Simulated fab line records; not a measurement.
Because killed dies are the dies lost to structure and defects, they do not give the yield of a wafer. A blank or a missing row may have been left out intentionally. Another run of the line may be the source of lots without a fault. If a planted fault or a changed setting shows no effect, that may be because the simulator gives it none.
fab line records || flow sfqLine
record: {"lots": 7, "wafers": 18, "lastDay": 81}
route steps=325 shown I7@309 M8@311
lots that met no fault: from a run of the same line without faults
startH: hours from the record's opening day to when the first of the lot's shown wafers began || waitH: hours elapsed since this lot's preceding step || " repeats the value in the row above || L1.1+2: a single row standing in for several wafers || - no value, or no start was given || * or withheld: withheld || < > ~ a bound
route shown NAME@n: a module of which the file shows steps, and the number in the route of the first || usual: mean/standard deviation of fault-free wafers || same: alike in all rows || chamber/n: place in a boat || sites: readings site by site || _std_site: standard deviation of those values || _edge_site: the outer-site mean with the inner-site mean subtracted || radiusMm: how far each site lies from the wafer's centre || mask NAME#n: copy n || behind: tool/chamber where the wafer was last shaped || hold: why the lot was held/for how many hours/how that ended || device: transistor that didn't switch, given as n, p or np || end of line: the route-end tests of the same wafers || a step with no rows: only its recipe || killed: the dies lost at the first sort to structure and to defects; this is not the yield of the wafer || map: per-die view of a wafer (x killed, . not killed, _ where there is no die)
set.NAME: the setting that was run; set.NAME@STEP: the one run at that earlier step || model.NAME: the simulator's own value behind a step, which no gauge read
lots at some steps of the route; a table a step, a row a wafer
services: a tool's chamber out of use, with start hour (startH, from the record's first day; less than 0 if before it), hours out, and reason
== steps ==
step: SFQ_TRILAYER_I7_VIA_STRIP_STRIP_191
recipe: {"gas": "O2", "powerW": 200, "platenTempC": 40, "overashFraction": 0.65, "chemistry": "O2", "pressureMtorr": 50}
usual: {"drypumpMotorCurrentA": "6.0/0.39", "oesProductAu": "1.007/0.009"}
{"lot.wafer": "L452.3", "tool": "rieMetal-01", "chamber": 0, "startH": 1631.51, "waitH": "-", "drypumpMotorCurrentA": 5.8, "oesProductAu": 1.011, "rfHoursCounterH": "-"}
{"lot.wafer": "L452.5", "tool": "rieMetal-01", "chamber": 0, "startH": 1631.51, "waitH": "-", "drypumpMotorCurrentA": 5.8, "oesProductAu": 1.008, "rfHoursCounterH": "-"}
{"lot.wafer": "L452.6", "tool": "rieMetal-01", "chamber": 1, "startH": 1631.51, "waitH": "-", "drypumpMotorCurrentA": 5.7, "oesProductAu": 0.997, "rfHoursCounterH": "-"}
{"lot.wafer": "L453.2", "tool": "rieMetal-01", "chamber": 1, "startH": 1697.41, "waitH": "-", "drypumpMotorCurrentA": 5.7, "oesProductAu": 1.002, "rfHoursCounterH": 141}
{"lot.wafer": "L453.4", "tool": "rieMetal-01", "chamber": 0, "startH": 1697.41, "waitH": "-", "drypumpMotorCurrentA": 5.8, "oesProductAu": 1.009, "rfHoursCounterH": "-"}
{"lot.wafer": "L453.6", "tool": "rieMetal-01", "chamber": 1, "startH": 1697.41, "waitH": "-", "drypumpMotorCurrentA": 5.7, "oesProductAu": 0.988, "rfHoursCounterH": "-"}
{"lot.wafer": "L458.3", "tool": "rieMetal-03", "chamber": 0, "startH": 1714.71, "waitH": "-", "drypumpMotorCurrentA": 5.5, "oesProductAu": 0.993, "rfHoursCounterH": "-"}
{"lot.wafer": "L458.4", "tool": "rieMetal-03", "chamber": 1, "startH": 1714.71, "waitH": "-", "drypumpMotorCurrentA": 6.3, "oesProductAu": 1.014, "rfHoursCounterH": "-"}
{"lot.wafer": "L458.5", "tool": "rieMetal-03", "chamber": 1, "startH": 1714.71, "waitH": "-", "drypumpMotorCurrentA": 6.3, "oesProductAu": 1.017, "rfHoursCounterH": "-"}
{"lot.wafer": "L460.1", "tool": "rieMetal-03", "chamber": 1, "startH": 1847.09, "waitH": "-", "drypumpMotorCurrentA": 6.3, "oesProductAu": 1.008, "rfHoursCounterH": 112}
{"lot.wafer": "L460.3", "tool": "rieMetal-03", "chamber": 1, "startH": 1847.09, "waitH": "-", "drypumpMotorCurrentA": 6.3, "oesProductAu": 1.012, "rfHoursCounterH": "-"}
{"lot.wafer": "L460.4", "tool": "rieMetal-03", "chamber": 1, "startH": 1847.09, "waitH": "-", "drypumpMotorCurrentA": 6.3, "oesProductAu": 1.015, "rfHoursCounterH": "-"}
{"lot.wafer": "L462.4", "tool": "rieMetal-01", "chamber": 0, "startH": 1850.89, "waitH": "-", "drypumpMotorCurrentA": 5.8, "oesProductAu": 1.006, "rfHoursCounterH": "-"}
{"lot.wafer": "L462.6", "tool": "rieMetal-01", "chamber": 0, "startH": 1850.89, "waitH": "-", "drypumpMotorCurrentA": 5.7, "oesProductAu": 1.009, "rfHoursCounterH": "-"}
{"lot.wafer": "L464.3", "tool": "rieMetal-03", "chamber": 1, "startH": 1854.69, "waitH": "-", "drypumpMotorCurrentA": 6.3, "oesProductAu": 1.017, "rfHoursCounterH": "-"}
{"lot.wafer": "L464.6", "tool": "rieMetal-03", "chamber": 1, "startH": 1854.69, "waitH": "-", "drypumpMotorCurrentA": 6.3, "oesProductAu": 1.025, "rfHoursCounterH": "-"}
{"lot.wafer": "L466.3", "tool": "rieMetal-02", "chamber": 1, "startH": 1862.89, "waitH": "-", "drypumpMotorCurrentA": 5.2, "oesProductAu": 1.005, "rfHoursCounterH": "-"}
{"lot.wafer": "L466.6", "tool": "rieMetal-02", "chamber": 1, "startH": 1862.89, "waitH": "-", "drypumpMotorCurrentA": 5.2, "oesProductAu": 1.001, "rfHoursCounterH": "-"}
step: SFQ_TRILAYER_I7_VIA_STRIP_SOLV_CLEAN_192
recipe: {"chemistry": "NMP", "tempC": 70, "timeS": 600}
step: SFQ_TRILAYER_M8_LITHO_LOR_COAT_197
recipe: {"resist": "lift-off", "spinRpm": 3000}
step: SFQ_TRILAYER_M8_LITHO_LOR_BAKE_198
recipe: {"resist": "lift-off", "tempC": "withheld", "timeS": "withheld"}
step: SFQ_TRILAYER_M8_LITHO_COAT_193
recipe: {"resist": "KrF", "spinRpm": 3000, "resistThkNm": 600}
step: SFQ_TRILAYER_M8_LITHO_SOFTBAKE_199
recipe: {"tempC": "withheld", "timeS": "withheld", "resist": "KrF"}
step: SFQ_TRILAYER_M8_LITHO_EXPOSE_194
recipe: {"maskId": "M8", "na": 0.6, "sourceShape": "conventional", "sigmaOuter": 0.65, "targetCdNm": 2000, "doseMj": 14.4}
step: SFQ_TRILAYER_M8_LITHO_PEB_196
recipe: {"pebTempC": 115, "pebTimeS": 60, "resist": "KrF"}
step: SFQ_TRILAYER_M8_LITHO_DEVELOP_195
recipe: {"imgClearS": 15, "timeS": 55, "resist": "KrF"}
step: SFQ_M8_OVL_MEAS_948
usual: {"M8_OVL": "3/6.4"}
{"lot.wafer": "L452.3", "tool": "overlay-01", "chamber": "-", "startH": 1700.82, "waitH": 0.1, "M8_OVL[nm]": 0}
{"lot.wafer": "L452.5", "tool": "overlay-01", "chamber": "-", "startH": 1700.82, "waitH": 0.1, "M8_OVL[nm]": -1}
{"lot.wafer": "L452.6", "tool": "overlay-01", "chamber": "-", "startH": 1700.82, "waitH": 0.1, "M8_OVL[nm]": 7}
{"lot.wafer": "L453.2", "tool": "overlay-02", "chamber": "-", "startH": 1775.50, "waitH": 0.1, "M8_OVL[nm]": 2}
{"lot.wafer": "L453.4", "tool": "overlay-02", "chamber": "-", "startH": 1775.50, "waitH": 0.1, "M8_OVL[nm]": 2}
{"lot.wafer": "L453.6", "tool": "overlay-02", "chamber": "-", "startH": 1775.50, "waitH": 0.1, "M8_OVL[nm]": 5}
{"lot.wafer": "L458.3", "tool": "overlay-02", "chamber": "-", "startH": 1796.50, "waitH": 0.1, "M8_OVL[nm]": 7}
{"lot.wafer": "L458.4", "tool": "overlay-02", "chamber": "-", "startH": 1796.50, "waitH": 0.1, "M8_OVL[nm]": 0}
{"lot.wafer": "L458.5", "tool": "overlay-02", "chamber": "-", "startH": 1796.50, "waitH": 0.1, "M8_OVL[nm]": 6}
{"lot.wafer": "L460.1", "tool": "overlay-02", "chamber": "-", "startH": 1910.76, "waitH": 0.1, "M8_OVL[nm]": 14}
{"lot.wafer": "L460.3", "tool": "overlay-02", "chamber": "-", "startH": 1910.76, "waitH": 0.1, "M8_OVL[nm]": 7}
{"lot.wafer": "L460.4", "tool": "overlay-02", "chamber": "-", "startH": 1910.76, "waitH": 0.1, "M8_OVL[nm]": 8}
{"lot.wafer": "L462.4", "tool": "overlay-01", "chamber": "-", "startH": 1918.10, "waitH": 0.1, "M8_OVL[nm]": 9}
{"lot.wafer": "L462.6", "tool": "overlay-01", "chamber": "-", "startH": 1918.10, "waitH": 0.1, "M8_OVL[nm]": 2}
{"lot.wafer": "L464.3", "tool": "overlay-02", "chamber": "-", "startH": 1925.30, "waitH": 0.1, "M8_OVL[nm]": -1}
{"lot.wafer": "L464.6", "tool": "overlay-02", "chamber": "-", "startH": 1925.30, "waitH": 0.1, "M8_OVL[nm]": 1}
{"lot.wafer": "L466.3", "tool": "overlay-02", "chamber": "-", "startH": 1932.92, "waitH": 0.1, "M8_OVL[nm]": 9}
{"lot.wafer": "L466.6", "tool": "overlay-02", "chamber": "-", "startH": 1932.92, "waitH": 0.1, "M8_OVL[nm]": -2}
step: SFQ_TRILAYER_M8_DEP_EVAP_197
recipe: {"material": "Ti", "angularSpreadDeg": 1, "targetThkNm": 20, "timeS": 100, "powerW": 2000}
step: SFQ_TRILAYER_M8_DEP_EVAP_198
recipe: {"material": "Pt", "angularSpreadDeg": 1, "targetThkNm": 50, "timeS": 250, "powerW": 2000}
step: SFQ_TRILAYER_M8_DEP_EVAP_196
recipe: {"material": "Au", "angularSpreadDeg": 1, "targetThkNm": 180, "timeS": 900, "powerW": 2000}
{"lot.wafer": "L452.3", "tool": "pvdSputter-02", "chamber": "-", "startH": 1701.07, "waitH": 0.1, "model.Au_of_TRILAYER_M8_DEP_EVAP_196.thkNm": 175.9}
{"lot.wafer": "L452.5", "tool": "pvdSputter-02", "chamber": "-", "startH": 1701.07, "waitH": 0.1, "model.Au_of_TRILAYER_M8_DEP_EVAP_196.thkNm": 175.1}
{"lot.wafer": "L452.6", "tool": "pvdSputter-02", "chamber": "-", "startH": 1701.07, "waitH": 0.1, "model.Au_of_TRILAYER_M8_DEP_EVAP_196.thkNm": 175}
{"lot.wafer": "L453.2", "tool": "pvdSputter-02", "chamber": "-", "startH": 1775.76, "waitH": 0.1, "model.Au_of_TRILAYER_M8_DEP_EVAP_196.thkNm": 175.2}
{"lot.wafer": "L453.4", "tool": "pvdSputter-02", "chamber": "-", "startH": 1775.76, "waitH": 0.1, "model.Au_of_TRILAYER_M8_DEP_EVAP_196.thkNm": 178.6}
{"lot.wafer": "L453.6", "tool": "pvdSputter-02", "chamber": "-", "startH": 1775.76, "waitH": 0.1, "model.Au_of_TRILAYER_M8_DEP_EVAP_196.thkNm": 177.9}
{"lot.wafer": "L458.3", "tool": "pvdSputter-02", "chamber": "-", "startH": 1796.76, "waitH": 0.1, "model.Au_of_TRILAYER_M8_DEP_EVAP_196.thkNm": 178.9}
{"lot.wafer": "L458.4", "tool": "pvdSputter-02", "chamber": "-", "startH": 1796.76, "waitH": 0.1, "model.Au_of_TRILAYER_M8_DEP_EVAP_196.thkNm": 180.5}
{"lot.wafer": "L458.5", "tool": "pvdSputter-02", "chamber": "-", "startH": 1796.76, "waitH": 0.1, "model.Au_of_TRILAYER_M8_DEP_EVAP_196.thkNm": 180.4}
{"lot.wafer": "L460.1", "tool": "pvdSputter-02", "chamber": "-", "startH": 1911.02, "waitH": 0.1, "model.Au_of_TRILAYER_M8_DEP_EVAP_196.thkNm": 180}
{"lot.wafer": "L460.3", "tool": "pvdSputter-02", "chamber": "-", "startH": 1911.02, "waitH": 0.1, "model.Au_of_TRILAYER_M8_DEP_EVAP_196.thkNm": 181.1}
{"lot.wafer": "L460.4", "tool": "pvdSputter-02", "chamber": "-", "startH": 1911.02, "waitH": 0.1, "model.Au_of_TRILAYER_M8_DEP_EVAP_196.thkNm": 179}
{"lot.wafer": "L462.4", "tool": "pvdSputter-02", "chamber": "-", "startH": 1918.35, "waitH": 0.1, "model.Au_of_TRILAYER_M8_DEP_EVAP_196.thkNm": 179.3}
{"lot.wafer": "L462.6", "tool": "pvdSputter-02", "chamber": "-", "startH": 1918.35, "waitH": 0.1, "model.Au_of_TRILAYER_M8_DEP_EVAP_196.thkNm": 165.1}
{"lot.wafer": "L464.3", "tool": "pvdSputter-02", "chamber": "-", "startH": 1925.55, "waitH": 0.1, "model.Au_of_TRILAYER_M8_DEP_EVAP_196.thkNm": 167.2}
{"lot.wafer": "L464.6", "tool": "pvdSputter-02", "chamber": "-", "startH": 1925.55, "waitH": 0.1, "model.Au_of_TRILAYER_M8_DEP_EVAP_196.thkNm": 168.2}
{"lot.wafer": "L466.3", "tool": "pvdSputter-02", "chamber": "-", "startH": 1933.17, "waitH": 0.1, "model.Au_of_TRILAYER_M8_DEP_EVAP_196.thkNm": 168.4}
{"lot.wafer": "L466.6", "tool": "pvdSputter-02", "chamber": "-", "startH": 1933.17, "waitH": 0.1, "model.Au_of_TRILAYER_M8_DEP_EVAP_196.thkNm": 169.4}
step: SFQ_M8_RS_MEAS_949
recipe: {"thkMeasGauge": "four-point-probe", "reads": "Au_of_TRILAYER_M8_DEP_EVAP_196+Pt_of_TRILAYER_M8_DEP_EVAP_198+Ti_of_TRILAYER_M8_DEP_EVAP_197"}
usual: {"M8_AU_RS": "0.1541/0.0019"}
{"lot.wafer": "L452.3", "tool": "filmMetro-02", "chamber": "-", "startH": 1701.63, "waitH": 0.3, "hold": "-", "M8_AU_RS[ohm/sq]": 0.1568}
{"lot.wafer": "L452.5", "tool": "filmMetro-02", "chamber": "-", "startH": 1701.63, "waitH": 0.3, "hold": "-", "M8_AU_RS[ohm/sq]": 0.1578}
{"lot.wafer": "L452.6", "tool": "filmMetro-02", "chamber": "-", "startH": 1701.63, "waitH": 0.3, "hold": "-", "M8_AU_RS[ohm/sq]": 0.1576}
{"lot.wafer": "L453.2", "tool": "filmMetro-01", "chamber": "-", "startH": 1776.29, "waitH": 0.3, "hold": "-", "M8_AU_RS[ohm/sq]": 0.1577}
{"lot.wafer": "L453.4", "tool": "filmMetro-01", "chamber": "-", "startH": 1776.29, "waitH": 0.3, "hold": "-", "M8_AU_RS[ohm/sq]": 0.1548}
{"lot.wafer": "L453.6", "tool": "filmMetro-01", "chamber": "-", "startH": 1776.29, "waitH": 0.3, "hold": "-", "M8_AU_RS[ohm/sq]": 0.1552}
{"lot.wafer": "L458.3", "tool": "filmMetro-03", "chamber": "-", "startH": 1797.31, "waitH": 0.3, "hold": "-", "M8_AU_RS[ohm/sq]": 0.1547}
{"lot.wafer": "L458.4", "tool": "filmMetro-03", "chamber": "-", "startH": 1797.31, "waitH": 0.3, "hold": "-", "M8_AU_RS[ohm/sq]": 0.1533}
{"lot.wafer": "L458.5", "tool": "filmMetro-03", "chamber": "-", "startH": 1797.31, "waitH": 0.3, "hold": "-", "M8_AU_RS[ohm/sq]": 0.1534}
{"lot.wafer": "L460.1", "tool": "filmMetro-02", "chamber": "-", "startH": 1911.54, "waitH": 0.3, "hold": "-", "M8_AU_RS[ohm/sq]": 0.1532}
{"lot.wafer": "L460.3", "tool": "filmMetro-02", "chamber": "-", "startH": 1911.54, "waitH": 0.3, "hold": "-", "M8_AU_RS[ohm/sq]": 0.1528}
{"lot.wafer": "L460.4", "tool": "filmMetro-02", "chamber": "-", "startH": 1911.54, "waitH": 0.3, "hold": "-", "M8_AU_RS[ohm/sq]": 0.1545}
{"lot.wafer": "L462.4", "tool": "filmMetro-02", "chamber": "-", "startH": 1918.93, "waitH": 0.3, "hold": "awaitDispo/0.2h/release", "M8_AU_RS[ohm/sq]": 0.1539}
{"lot.wafer": "L462.6", "tool": "filmMetro-02", "chamber": "-", "startH": 1918.93, "waitH": 0.3, "hold": "awaitDispo/0.2h/release", "M8_AU_RS[ohm/sq]": 0.1675}
{"lot.wafer": "L462.4", "tool": "filmMetro-02", "chamber": "-", "startH": 1919.21, "waitH": 0.3, "hold": "-", "M8_AU_RS[ohm/sq]": 0.1539}
{"lot.wafer": "L462.6", "tool": "filmMetro-02", "chamber": "-", "startH": 1919.21, "waitH": 0.3, "hold": "-", "M8_AU_RS[ohm/sq]": 0.1675}
{"lot.wafer": "L464.3", "tool": "filmMetro-02", "chamber": "-", "startH": 1926.11, "waitH": 0.3, "hold": "awaitDispo/0.2h/release", "M8_AU_RS[ohm/sq]": 0.1654}
{"lot.wafer": "L464.6", "tool": "filmMetro-02", "chamber": "-", "startH": 1926.11, "waitH": 0.3, "hold": "awaitDispo/0.2h/release", "M8_AU_RS[ohm/sq]": 0.1642}
{"lot.wafer": "L464.3", "tool": "filmMetro-02", "chamber": "-", "startH": 1926.39, "waitH": 0.3, "hold": "-", "M8_AU_RS[ohm/sq]": 0.1651}
{"lot.wafer": "L464.6", "tool": "filmMetro-02", "chamber": "-", "startH": 1926.39, "waitH": 0.3, "hold": "-", "M8_AU_RS[ohm/sq]": 0.1643}
{"lot.wafer": "L466.3", "tool": "filmMetro-02", "chamber": "-", "startH": 1933.73, "waitH": 0.3, "hold": "awaitDispo/0.2h/release", "M8_AU_RS[ohm/sq]": 0.1644}
{"lot.wafer": "L466.6", "tool": "filmMetro-02", "chamber": "-", "startH": 1933.73, "waitH": 0.3, "hold": "awaitDispo/0.2h/release", "M8_AU_RS[ohm/sq]": 0.1634}
{"lot.wafer": "L466.3", "tool": "filmMetro-02", "chamber": "-", "startH": 1934.02, "waitH": 0.3, "hold": "-", "M8_AU_RS[ohm/sq]": 0.1638}
{"lot.wafer": "L466.6", "tool": "filmMetro-02", "chamber": "-", "startH": 1934.02, "waitH": 0.3, "hold": "-", "M8_AU_RS[ohm/sq]": 0.1635}
step: SFQ_M8_THK_MEAS_950
recipe: {"thkMeasGauge": "xrf", "reads": "Au_of_TRILAYER_M8_DEP_EVAP_196"}
usual: {"M8_AU_THK": "182.5/2.5"}
{"lot.wafer": "L452.3", "tool": "filmMetro-02", "chamber": "-", "startH": 1701.73, "waitH": 0.1, "hold": "-", "M8_AU_THK[nm]": 179.6}
{"lot.wafer": "L452.5", "tool": "filmMetro-02", "chamber": "-", "startH": 1701.73, "waitH": 0.1, "hold": "-", "M8_AU_THK[nm]": 179.1}
{"lot.wafer": "L452.6", "tool": "filmMetro-02", "chamber": "-", "startH": 1701.73, "waitH": 0.1, "hold": "-", "M8_AU_THK[nm]": 179.8}
{"lot.wafer": "L453.2", "tool": "filmMetro-01", "chamber": "-", "startH": 1776.40, "waitH": 0.1, "hold": "-", "M8_AU_THK[nm]": 177.2}
{"lot.wafer": "L453.4", "tool": "filmMetro-01", "chamber": "-", "startH": 1776.40, "waitH": 0.1, "hold": "-", "M8_AU_THK[nm]": 180.6}
{"lot.wafer": "L453.6", "tool": "filmMetro-01", "chamber": "-", "startH": 1776.40, "waitH": 0.1, "hold": "-", "M8_AU_THK[nm]": 179.4}
{"lot.wafer": "L458.3", "tool": "filmMetro-03", "chamber": "-", "startH": 1797.41, "waitH": 0.1, "hold": "-", "M8_AU_THK[nm]": 182.9}
{"lot.wafer": "L458.4", "tool": "filmMetro-03", "chamber": "-", "startH": 1797.41, "waitH": 0.1, "hold": "-", "M8_AU_THK[nm]": 184.0}
{"lot.wafer": "L458.5", "tool": "filmMetro-03", "chamber": "-", "startH": 1797.41, "waitH": 0.1, "hold": "-", "M8_AU_THK[nm]": 183.6}
{"lot.wafer": "L460.1", "tool": "filmMetro-02", "chamber": "-", "startH": 1911.66, "waitH": 0.1, "hold": "-", "M8_AU_THK[nm]": 185.3}
{"lot.wafer": "L460.3", "tool": "filmMetro-02", "chamber": "-", "startH": 1911.66, "waitH": 0.1, "hold": "-", "M8_AU_THK[nm]": 184.7}
{"lot.wafer": "L460.4", "tool": "filmMetro-02", "chamber": "-", "startH": 1911.66, "waitH": 0.1, "hold": "-", "M8_AU_THK[nm]": 183.4}
{"lot.wafer": "L462.4", "tool": "filmMetro-02", "chamber": "-", "startH": 1925.50, "waitH": 6.3, "hold": "awaitDispo/0.2h/release", "M8_AU_THK[nm]": 182.9}
{"lot.wafer": "L462.6", "tool": "filmMetro-02", "chamber": "-", "startH": 1925.50, "waitH": 6.3, "hold": "awaitDispo/0.2h/release", "M8_AU_THK[nm]": 168.4}
{"lot.wafer": "L462.4", "tool": "filmMetro-02", "chamber": "-", "startH": 1925.73, "waitH": 0.2, "hold": "-", "M8_AU_THK[nm]": 182.9}
{"lot.wafer": "L462.6", "tool": "filmMetro-02", "chamber": "-", "startH": 1925.73, "waitH": 0.2, "hold": "-", "M8_AU_THK[nm]": 168.0}
{"lot.wafer": "L464.3", "tool": "filmMetro-02", "chamber": "-", "startH": 1927.48, "waitH": 1.1, "hold": "awaitDispo/0.2h/release", "M8_AU_THK[nm]": 170.9}
{"lot.wafer": "L464.6", "tool": "filmMetro-02", "chamber": "-", "startH": 1927.48, "waitH": 1.1, "hold": "awaitDispo/0.2h/release", "M8_AU_THK[nm]": 170.5}
{"lot.wafer": "L464.3", "tool": "filmMetro-02", "chamber": "-", "startH": 1927.71, "waitH": 0.2, "hold": "-", "M8_AU_THK[nm]": 169.5}
{"lot.wafer": "L464.6", "tool": "filmMetro-02", "chamber": "-", "startH": 1927.71, "waitH": 0.2, "hold": "-", "M8_AU_THK[nm]": 171.3}
{"lot.wafer": "L466.3", "tool": "filmMetro-02", "chamber": "-", "startH": 1935.66, "waitH": 1.6, "hold": "awaitDispo/0.2h/release", "M8_AU_THK[nm]": 171.4}
{"lot.wafer": "L466.6", "tool": "filmMetro-02", "chamber": "-", "startH": 1935.66, "waitH": 1.6, "hold": "awaitDispo/0.2h/release", "M8_AU_THK[nm]": 172.4}
{"lot.wafer": "L466.3", "tool": "filmMetro-02", "chamber": "-", "startH": 1935.89, "waitH": 0.2, "hold": "-", "M8_AU_THK[nm]": 170.9}
{"lot.wafer": "L466.6", "tool": "filmMetro-02", "chamber": "-", "startH": 1935.89, "waitH": 0.2, "hold": "-", "M8_AU_THK[nm]": 172.3}
step: SFQ_M8_BOW_MEAS_951
recipe: {"mode": "bow"}
usual: {"M8_BOW": "7/12"}
{"lot.wafer": "L452.3", "tool": "filmMetro-03", "chamber": "-", "startH": 1701.98, "waitH": 0.0, "hold": "-", "M8_BOW[um]": 4, "model.etest.m8.ohmSq": 0.1569}
{"lot.wafer": "L452.5", "tool": "filmMetro-03", "chamber": "-", "startH": 1701.98, "waitH": 0.0, "hold": "-", "M8_BOW[um]": 24, "model.etest.m8.ohmSq": 0.1576}
{"lot.wafer": "L452.6", "tool": "filmMetro-03", "chamber": "-", "startH": 1701.98, "waitH": 0.0, "hold": "-", "M8_BOW[um]": 23, "model.etest.m8.ohmSq": 0.1577}
{"lot.wafer": "L453.2", "tool": "filmMetro-03", "chamber": "-", "startH": 1776.65, "waitH": 0.0, "hold": "-", "M8_BOW[um]": 7, "model.etest.m8.ohmSq": 0.1576}
{"lot.wafer": "L453.4", "tool": "filmMetro-03", "chamber": "-", "startH": 1776.65, "waitH": 0.0, "hold": "-", "M8_BOW[um]": -9, "model.etest.m8.ohmSq": 0.1546}
{"lot.wafer": "L453.6", "tool": "filmMetro-03", "chamber": "-", "startH": 1776.65, "waitH": 0.0, "hold": "-", "M8_BOW[um]": 2, "model.etest.m8.ohmSq": 0.1551}
{"lot.wafer": "L458.3", "tool": "filmMetro-02", "chamber": "-", "startH": 1797.67, "waitH": 0.0, "hold": "-", "M8_BOW[um]": 20, "model.etest.m8.ohmSq": 0.1543}
{"lot.wafer": "L458.4", "tool": "filmMetro-02", "chamber": "-", "startH": 1797.67, "waitH": 0.0, "hold": "-", "M8_BOW[um]": 20, "model.etest.m8.ohmSq": 0.153}
{"lot.wafer": "L458.5", "tool": "filmMetro-02", "chamber": "-", "startH": 1797.67, "waitH": 0.0, "hold": "-", "M8_BOW[um]": 12, "model.etest.m8.ohmSq": 0.153}
{"lot.wafer": "L460.1", "tool": "filmMetro-03", "chamber": "-", "startH": 1911.90, "waitH": 0.0, "hold": "-", "M8_BOW[um]": 8, "model.etest.m8.ohmSq": 0.1533}
{"lot.wafer": "L460.3", "tool": "filmMetro-03", "chamber": "-", "startH": 1911.90, "waitH": 0.0, "hold": "-", "M8_BOW[um]": 3, "model.etest.m8.ohmSq": 0.1525}
{"lot.wafer": "L460.4", "tool": "filmMetro-03", "chamber": "-", "startH": 1911.90, "waitH": 0.0, "hold": "-", "M8_BOW[um]": 0, "model.etest.m8.ohmSq": 0.1542}
{"lot.wafer": "L464.3", "tool": "filmMetro-01", "chamber": "-", "startH": 1930.77, "waitH": 0.0, "hold": "awaitDispo/0.2h/release", "M8_BOW[um]": 11, "model.etest.m8.ohmSq": "-"}
{"lot.wafer": "L464.6", "tool": "filmMetro-01", "chamber": "-", "startH": 1930.77, "waitH": 0.0, "hold": "awaitDispo/0.2h/release", "M8_BOW[um]": 22, "model.etest.m8.ohmSq": "-"}
{"lot.wafer": "L464.3", "tool": "filmMetro-01", "chamber": "-", "startH": 1931.06, "waitH": 0.3, "hold": "awaitDispo/3.7h/release", "M8_BOW[um]": "-", "model.etest.m8.ohmSq": 0.1651}
{"lot.wafer": "L464.6", "tool": "filmMetro-01", "chamber": "-", "startH": 1931.06, "waitH": 0.3, "hold": "awaitDispo/3.7h/release", "M8_BOW[um]": "-", "model.etest.m8.ohmSq": 0.1641}
{"lot.wafer": "L462.4", "tool": "filmMetro-03", "chamber": "-", "startH": 1931.40, "waitH": 0.1, "hold": "awaitDispo/0.2h/release", "M8_BOW[um]": 15, "model.etest.m8.ohmSq": "-"}
{"lot.wafer": "L462.6", "tool": "filmMetro-03", "chamber": "-", "startH": 1931.40, "waitH": 0.1, "hold": "awaitDispo/0.2h/release", "M8_BOW[um]": 0, "model.etest.m8.ohmSq": "-"}
{"lot.wafer": "L462.4", "tool": "filmMetro-03", "chamber": "-", "startH": 1931.68, "waitH": 0.3, "hold": "awaitDispo/2.9h/release", "M8_BOW[um]": "-", "model.etest.m8.ohmSq": 0.154}
{"lot.wafer": "L462.6", "tool": "filmMetro-03", "chamber": "-", "startH": 1931.68, "waitH": 0.3, "hold": "awaitDispo/2.9h/release", "M8_BOW[um]": "-", "model.etest.m8.ohmSq": 0.1673}
{"lot.wafer": "L466.3", "tool": "filmMetro-03", "chamber": "-", "startH": 1941.04, "waitH": 0.0, "hold": "-", "M8_BOW[um]": 3, "model.etest.m8.ohmSq": 0.1639}
{"lot.wafer": "L466.6", "tool": "filmMetro-03", "chamber": "-", "startH": 1941.04, "waitH": 0.0, "hold": "-", "M8_BOW[um]": 0, "model.etest.m8.ohmSq": 0.163}
== services ==
{"tool": "rieMetal-02", "chamber": "-", "startH": 1624.61, "hours": 2.8, "kind": "pm"}
{"tool": "rieMetal-01", "chamber": "-", "startH": 1634.47, "hours": 2.8, "kind": "pm"}
{"tool": "rieMetal-01", "chamber": 0, "startH": 1641.37, "hours": 4.1, "kind": "repair"}
{"tool": "rieMetal-03", "chamber": "-", "startH": 1649.64, "hours": 4.3, "kind": "pm"}
{"tool": "rieMetal-03", "chamber": 0, "startH": 1660.05, "hours": 4.1, "kind": "repair"}
{"tool": "rieMetal-02", "chamber": 1, "startH": 1699.75, "hours": 17.9, "kind": "repair"}
{"tool": "rieMetal-03", "chamber": 0, "startH": 1702.99, "hours": 9.1, "kind": "repair"}
{"tool": "rieMetal-03", "chamber": "-", "startH": 1709.06, "hours": 2.0, "kind": "repair"}
{"tool": "rieMetal-01", "chamber": 1, "startH": 1737.01, "hours": "-", "kind": "clean"}
{"tool": "rieMetal-01", "chamber": 1, "startH": 1737.01, "hours": "-", "kind": "consumableReplace:focusRing"}
{"tool": "rieMetal-01", "chamber": 1, "startH": 1737.01, "hours": 16.3, "kind": "scheduledDown"}
{"tool": "rieMetal-01", "chamber": 1, "startH": 1737.01, "hours": 16.3, "kind": "ventCycle"}
{"tool": "rieMetal-03", "chamber": "-", "startH": 1758.80, "hours": 0.3, "kind": "repair"}
{"tool": "rieMetal-02", "chamber": "-", "startH": 1790.84, "hours": 0.2, "kind": "repair"}
{"tool": "pvdSputter-02", "chamber": "-", "startH": 1816.76, "hours": 1.0, "kind": "repair"}
{"tool": "rieMetal-03", "chamber": 0, "startH": 1846.34, "hours": "-", "kind": "clean"}
{"tool": "rieMetal-03", "chamber": 0, "startH": 1846.34, "hours": "-", "kind": "consumableReplace:focusRing"}
{"tool": "rieMetal-03", "chamber": 0, "startH": 1846.34, "hours": 22.2, "kind": "scheduledDown"}
{"tool": "rieMetal-03", "chamber": 0, "startH": 1846.34, "hours": 22.2, "kind": "ventCycle"}
{"tool": "rieMetal-01", "chamber": 0, "startH": 1903.40, "hours": "-", "kind": "clean"}
{"tool": "rieMetal-01", "chamber": 0, "startH": 1903.40, "hours": "-", "kind": "consumableReplace:focusRing"}
{"tool": "rieMetal-01", "chamber": 0, "startH": 1903.40, "hours": 18.9, "kind": "scheduledDown"}
{"tool": "rieMetal-01", "chamber": 0, "startH": 1903.40, "hours": 18.9, "kind": "ventCycle"}
{"tool": "rieMetal-03", "chamber": "-", "startH": 1929.37, "hours": 2.8, "kind": "pm"}
== key ==
firstSign: {"step": "SFQ_M8_RS_MEAS_949", "reading": "visit", "direction": "added"}
effect: {"step": "SFQ_M8_RS_MEAS_949", "reading": "M8_AU_RS", "direction": "up", "sigmas": 5.7, "usual": 0.1541, "struck": 0.1650}
effect: {"step": "SFQ_M8_THK_MEAS_950", "reading": "visit", "direction": "added"}
effect: {"step": "SFQ_M8_BOW_MEAS_951", "reading": "visit", "direction": "added"}
modelEffect: {"step": "SFQ_TRILAYER_M8_DEP_EVAP_196", "value": "Au_of_TRILAYER_M8_DEP_EVAP_196.thkNm", "without": 180.1, "struck": 167.7}
modelEffect: {"step": "SFQ_M8_BOW_MEAS_951", "value": "etest.m8.ohmSq", "without": 0.1523, "struck": 0.1634}
metAt SFQ_TRILAYER_M8_DEP_EVAP_196
struckWafers L462.6,L464.3,L464.6,L466.3,L466.6
onsetBetween 1911.02 1918.35
fault: {"kind": "processParameterDrift", "tool": "pvdSputter-02", "chamber": "-", "onsetH": 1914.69, "steps": "SFQ_TRILAYER_M8_DEP_EVAP_196", "channel": "timeS", "offset": "*", "shape": "step", "endH": 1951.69, "scope": "struckWafersOnly", "actsIn": "*", "stated": "*"}
